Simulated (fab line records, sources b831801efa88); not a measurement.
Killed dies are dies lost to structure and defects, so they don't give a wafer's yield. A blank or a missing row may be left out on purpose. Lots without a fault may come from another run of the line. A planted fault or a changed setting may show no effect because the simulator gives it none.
fab line records | flow sky130
record lots=11 wafers=33 last_day=50
route steps=708 shown VT_ADJUST_HVTP@93 VT_ADJUST_PCH@150 SONOS_ONO@173 POLY_GATE@204
lots that met no fault: from a run of the same line without faults
start_h: hours from the record's first day to the start of the lot's first wafer shown | wait_h: hours since the lot's step before | " the same as in the row above | L1.1+2: a row that stands for several wafers | - no value, or no start given | * or withheld: withheld | < > ~ a bound
route shown NAME@n: a module of which the file shows steps, and the number in the route of the first | usual: mean/standard deviation of fault-free wafers | same: alike in all rows | chamber/n: place in a boat | sites: the reading at each site | _std_site: their standard deviation | _edge_site: outer sites' mean less inner sites' | radius_mm: how far each site lies from the wafer's centre | mask NAME#n: copy n | behind: the tool/chamber that last shaped the wafer | hold: why the lot was held/for how many hours/how that ended | device: the transistor (n, p or np) that didn't switch | end of line: the same wafers' tests at the end of the route | a step without rows: its recipe alone | killed: dies lost to structure and defects at the first sort, not the wafer's yield | map: a wafer's dies, x killed, . not, _ none there
set.NAME: the setting as run; set.NAME@STEP: as run at that earlier step | model.NAME: the simulator's own value behind a step, which no gauge read
steps of the route over a sample of lots; a table a step, a row a wafer
services: from which hour (start_h, from the record's first day; less than 0 if before it) a tool's chamber was out of use, for how many hours, and why
## steps
# step SKY_VT_ADJUST_HVTP_OVL_MEAS_08
# usual VT_ADJUST_HVTP_OVL=0.8/1.6
# columns lot.wafer tool chamber start_h wait_h VT_ADJUST_HVTP_OVL[nm]
L235.1 overlay-01 - 147.06 0.1 -0.5
L235.3 " - " " -1.8
L235.5 " - " " -0.1
L238.2 overlay-01 - 165.24 0.1 0.7
L238.4 " - " " 3.0
L238.6 " - " " -0.8
L240.2 overlay-01 - 176.31 0.1 2.9
L240.3 " - " " 2.4
L240.5 " - " " 3.4
L247.1 overlay-02 - 221.68 0.1 -0.4
L247.2 " - " " 2.4
L247.3 " - " " 0.7
L248.2 overlay-02 - 228.86 0.1 -0.1
L248.4 " - " " -1.3
L248.5 " - " " 1.5
L249.3 overlay-01 - 237.97 0.1 -0.8
L249.4 " - " " -0.6
L249.5 " - " " -0.1
L250.1 overlay-01 - 247.01 0.1 3.4
L250.2 " - " " 2.9
L250.5 " - " " 3.9
L251.3 overlay-01 - 248.32 0.1 1.7
L251.4 " - " " 1.8
L251.5 " - " " 1.2
L252.1 overlay-01 - 252.83 0.1 1.6
L252.2 " - " " 1.7
L252.4 " - " " 1.9
L253.4 overlay-01 - 258.77 0.1 1.0
L253.5 " - " " -0.4
L253.6 " - " " -0.4
L254.2 overlay-01 - 266.41 0.1 0.6
L254.3 " - " " 0.2
L254.5 " - " " -0.6
# step SKY_VT_ADJUST_PCH_OVL_MEAS_07
# usual VT_ADJUST_PCH_OVL=0.3/1.4
# columns lot.wafer tool chamber start_h wait_h VT_ADJUST_PCH_OVL[nm]
L235.1 overlay-01 - 255.14 - -0.9
L235.3 " - " " -0.4
L235.5 " - " " 0.4
L238.2 overlay-02 - 274.14 - -1.2
L238.4 " - " " -1.1
L238.6 " - " " -0.9
L240.2 overlay-01 - 288.77 - -2.6
L240.3 " - " " -1.8
L240.5 " - " " -2.2
L247.1 overlay-01 - 343.86 - 1.9
L247.2 " - " " 1.9
L247.3 " - " " 2.7
L248.2 overlay-02 - 351.94 - 1.1
L248.4 " - " " 0.9
L248.5 " - " " -0.4
L249.3 overlay-01 - 365.05 - -0.3
L249.4 " - " " -0.5
L249.5 " - " " -0.3
L250.1 overlay-02 - 375.79 - 1.4
L250.2 " - " " 0.7
L250.5 " - " " 1.2
L251.3 overlay-01 - 378.00 - 1.6
L251.4 " - " " -0.2
L251.5 " - " " 0.5
L252.1 overlay-01 - 380.96 - 0.9
L252.2 " - " " 2.2
L252.4 " - " " 3.1
L253.4 overlay-02 - 389.40 - -0.2
L253.5 " - " " 2.5
L253.6 " - " " 1.6
L254.2 overlay-01 - 398.14 - -1.6
L254.3 " - " " -2.3
L254.5 " - " " -1.6
# step SKY_SONOS_ONO_THK_MEAS_05
# recipe reads=SiO2_of_SONOS_ONO_CVD_04
# usual SONOS_ONO_CVD_04_THK=5.66/0.12
# columns lot.wafer tool chamber start_h wait_h SONOS_ONO_CVD_04_THK[nm]
L235.1 film_metro-01 - 284.86 0.0 5.46
L235.3 " - " " 5.52
L235.5 " - " " 5.53
L238.2 film_metro-04 - 303.19 0.0 5.79
L238.4 " - " " 5.69
L238.6 " - " " 5.74
L240.2 film_metro-04 - 319.30 0.0 5.76
L240.3 " - " " 5.56
L240.5 " - " " 5.70
L247.1 film_metro-04 - 378.88 0.0 5.64
L247.2 " - " " 5.73
L247.3 " - " " 5.61
L248.2 film_metro-01 - 385.97 0.0 5.52
L248.4 " - " " 5.64
L248.5 " - " " 5.59
L249.3 film_metro-01 - 398.02 0.0 5.51
L249.4 " - " " 5.61
L249.5 " - " " 5.45
L250.1 film_metro-01 - 411.03 0.0 5.70
L250.2 " - " " 5.69
L250.5 " - " " 5.75
L251.3 film_metro-04 - 414.67 0.0 5.90
L251.4 " - " " 5.96
L251.5 " - " " 6.00
L252.1 film_metro-03 - 418.69 0.0 5.74
L252.2 " - " " 5.67
L252.4 " - " " 5.67
L253.4 film_metro-01 - 428.21 0.0 5.67
L253.5 " - " " 5.66
L253.6 " - " " 5.65
L254.2 film_metro-04 - 432.37 0.0 5.87
L254.3 " - " " 5.87
L254.5 " - " " 5.99
# step SKY_POLY_GATE_CVD_00
# recipe material=poly-Si target_thk_nm=180 temp_c=620 time_s=720 pressure_mtorr=200
# usual pressure_mtorr=200.0/0.38 spike_tc_lower_C=620.4/1.4
# same time_s=720
# columns lot.wafer tool chamber start_h wait_h pressure_mtorr spike_tc_lower_C
L235.1 lpcvd-01 1 340.77 0.0 200.2 623.6
L235.3 " 1 " " 200.1 621.0
L235.5 " 1 " " 200.1 621.3
L238.2 lpcvd-01 0 360.41 0.0 159.3 619.8
L238.4 " 0 " " 159.6 618.9
L238.6 " 0 " " 159.3 619.7
L240.2 lpcvd-01 0 378.94 0.0 160.6 621.7
L240.3 " 0 " " 160.3 620.2
L240.5 " 0 " " 159.8 618.4
L247.1 lpcvd-01 1 442.09 0.0 200.0 619.7
L247.2 " 1 " " 200.7 622.8
L247.3 " 1 " " 200.4 623.5
L248.2 lpcvd-01 0 450.89 0.0 200.2 619.1
L248.4 " 0 " " 200.4 618.5
L248.5 " 0 " " 200.5 619.1
L249.3 lpcvd-01 1 462.32 0.0 200.6 620.6
L249.4 " 1 " " 200.0 621.2
L249.5 " 1 " " 200.0 623.3
L250.1 lpcvd-01 0 476.51 0.0 199.9 619.0
L250.2 " 0 " " 200.0 619.0
L250.5 " 0 " " 200.3 617.9
L251.3 lpcvd-01 1 480.36 0.0 199.7 622.1
L251.4 " 1 " " 200.1 621.4
L251.5 " 1 " " 200.3 622.7
L252.1 lpcvd-01 0 484.59 0.0 200.2 619.1
L252.2 " 0 " " 199.7 620.4
L252.4 " 0 " " 200.3 618.9
L253.4 lpcvd-01 1 493.04 0.0 200.1 622.6
L253.5 " 1 " " 199.9 620.3
L253.6 " 1 " " 199.6 622.5
L254.2 lpcvd-01 0 499.09 0.0 199.6 618.7
L254.3 " 0 " " 199.7 618.9
L254.5 " 0 " " 198.9 618.5
# step SKY_POLY_GATE_THK_MEAS_01
# recipe reads=poly-Si_of_POLY_GATE_CVD_00
# usual POLY_GATE_CVD_00_THK=181.0/1.9
# columns lot.wafer tool chamber start_h wait_h POLY_GATE_CVD_00_THK[nm]
L235.1 film_metro-01 - 341.97 0.0 182.1
L235.3 " - " " 180.7
L235.5 " - " " 183.9
L238.2 film_metro-04 - 361.62 0.0 161.8
L238.4 " - " " 163.1
L238.6 " - " " 161.7
L240.2 film_metro-04 - 380.15 0.0 162.4
L240.3 " - " " 162.9
L240.5 " - " " 162.7
L247.1 film_metro-04 - 443.29 0.0 181.5
L247.2 " - " " 183.1
L247.3 " - " " 180.2
L248.2 film_metro-04 - 452.10 0.0 182.6
L248.4 " - " " 182.8
L248.5 " - " " 186.7
L249.3 film_metro-02 - 463.54 0.0 180.5
L249.4 " - " " 180.5
L249.5 " - " " 181.4
L250.1 film_metro-02 - 477.71 0.0 179.4
L250.2 " - " " 180.4
L250.5 " - " " 179.5
L251.3 film_metro-04 - 481.58 0.0 183.0
L251.4 " - " " 183.8
L251.5 " - " " 182.7
L252.1 film_metro-04 - 485.79 0.0 182.6
L252.2 " - " " 181.3
L252.4 " - " " 182.3
L253.4 film_metro-04 - 495.77 0.0 180.5
L253.5 " - " " 181.0
L253.6 " - " " 180.0
L254.2 film_metro-04 - 501.80 0.0 182.1
L254.3 " - " " 183.2
L254.5 " - " " 182.4
# step SKY_POLY_GATE_ETCH_17
# recipe target_depth_nm=180 stop_on=SiO2 over_etch_frac=0.56667 chemistry=HBr/Cl2 target=poly-Si icp_w=400 bias_w=100 pressure_mtorr=10 HBr_flow_sccm=150 Cl2_flow_sccm=50 time_s=70.5
# usual bias_w=99.96/0.28 chamber_pressure_mTorr=10.000/0.0097 drypump_motor_current_A=5.6/0.51 oes_product_au=0.988/0.0081 throttle_valve_pct=33.684/0.0088
# same time_s=70.5
# columns lot.wafer tool chamber start_h wait_h bias_w chamber_pressure_mTorr drypump_motor_current_A oes_product_au rf_hours_counter_h throttle_valve_pct
L235.1 rie_si-01 2 400.80 0.0 100.18 10.000 6.4 0.995 34 33.676
L235.3 " 3 " " 100.66 10.009 4.9 0.988 0 33.697
L235.5 " 2 " " 100.68 10.012 6.4 0.995 - 33.683
L238.2 rie_si-02 2 421.55 0.0 99.96 9.994 6.1 0.919 0 33.686
L238.4 " 3 " " 99.88 10.011 5.9 0.924 6 33.675
L238.6 " 0 " " 100.25 9.996 5.9 0.917 - 33.682
L240.2 rie_si-01 0 443.25 0.0 100.17 9.999 5.2 0.930 4 33.672
L240.3 " 2 " " 99.98 9.992 6.4 0.922 34 33.688
L240.5 " 2 " " 99.60 10.015 6.4 0.922 - 33.682
L247.1 rie_si-02 1 507.35 0.0 100.11 10.019 5.0 0.993 0 33.684
L247.2 " 0 " " 100.36 10.004 5.9 0.998 35 33.681
L247.3 " 3 " " 99.66 9.997 5.9 0.989 7 33.670
L248.2 rie_si-01 2 516.50 0.0 99.45 10.002 6.4 0.999 35 33.681
L248.4 " 0 " " 99.85 9.990 5.1 1.002 5 33.664
L248.5 " 1 " " 100.20 9.980 5.4 0.995 - 33.700
L249.3 rie_si-02 0 526.30 0.0 100.06 10.003 5.8 0.986 35 33.690
L249.4 " 1 " " 99.87 10.008 5.0 0.991 0 33.693
L249.5 " 0 " " 100.09 10.001 5.9 0.994 - 33.686
L250.1 rie_si-01 0 542.40 0.0 99.90 9.986 5.1 0.980 5 33.673
L250.2 " 3 " " 99.77 9.998 4.9 0.972 1 33.676
L250.5 " 0 " " 100.03 9.984 5.2 0.984 - 33.697
L251.3 rie_si-02 1 544.72 0.0 100.10 9.985 5.0 0.993 0 33.679
L251.4 " 3 " " 99.28 9.994 5.9 0.993 7 33.684
L251.5 " 0 " " 99.79 9.995 5.9 0.999 - 33.696
L252.1 rie_si-02 1 551.55 0.0 99.88 10.002 5.0 0.999 0 33.685
L252.2 " 0 " " 99.73 10.000 5.9 0.995 35 33.701
L252.4 " 3 " " 99.89 10.013 6.0 0.997 7 33.699
L253.4 rie_si-01 1 557.15 0.0 100.59 9.991 5.4 0.987 2 33.700
L253.5 " 0 " " 99.57 9.996 5.2 0.998 - 33.681
L253.6 " 1 " " 100.37 10.009 5.4 0.988 - 33.679
L254.2 rie_si-02 1 563.95 0.0 100.02 9.992 5.0 0.988 0 33.673
L254.3 " 0 " " 99.89 9.997 5.8 1.000 35 33.689
L254.5 " 2 " " 100.31 9.988 6.1 0.971 - 33.685
## services
# columns tool chamber start_h hours kind
rie_si-01 3 341.22 - clean
rie_si-01 3 341.22 16.2 scheduled_down
rie_si-01 3 341.22 16.2 vent_cycle
rie_si-02 1 351.89 1.2 repair
rie_si-02 1 372.93 3.8 repair
rie_si-01 - 374.94 0.4 repair
rie_si-01 - 379.14 3.7 repair
rie_si-01 1 386.76 6.1 repair
rie_si-02 2 388.34 - clean
rie_si-02 2 388.34 23.0 scheduled_down
rie_si-02 2 388.34 23.0 vent_cycle
rie_si-02 1 467.48 - clean
rie_si-02 1 467.48 15.5 scheduled_down
rie_si-02 1 467.48 15.5 vent_cycle
rie_si-02 1 490.70 2.3 repair
lpcvd-01 - 501.79 6.1 pm
rie_si-02 3 507.69 8.5 repair
rie_si-02 0 513.35 1.4 repair
rie_si-02 - 539.58 0.3 repair
rie_si-01 - 544.71 0.4 repair
rie_si-01 - 551.55 2.8 pm
## key
first_sign step=SKY_POLY_GATE_CVD_00 reading=pressure_mtorr direction=down sigmas=99+ usual=200.0 struck=159.8
effect step=SKY_POLY_GATE_THK_MEAS_01 reading=POLY_GATE_CVD_00_THK direction=down sigmas=9.9 usual=181.0 struck=162.4
effect step=SKY_POLY_GATE_ETCH_17 reading=oes_product_au direction=down sigmas=8 usual=0.988 struck=0.922
met_at SKY_POLY_GATE_CVD_00
struck_lots L238,L240
struck_wafers L238.2,L238.4,L238.6,L240.2,L240.3,L240.5
tester_left_out L238,L240
not_acting_at SKY_VT_ADJUST_HVTP_OVL_MEAS_08,SKY_VT_ADJUST_PCH_OVL_MEAS_07,SKY_SONOS_ONO_THK_MEAS_05
fault kind=process_parameter_drift tool=lpcvd-01 chamber=0 onset_h=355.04 steps=SKY_POLY_GATE_CVD_00 channel=pressure_mtorr offset=-40 shape=step end_h=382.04 stated=200
# tester_left_out: of these lots the tester's yield and bins aren't shown, on N5 and GAA mostly nor the transistor test; their killed dies are dies lost to structure and defects alone, not to doping, threshold or leakage, so they don't give the yield
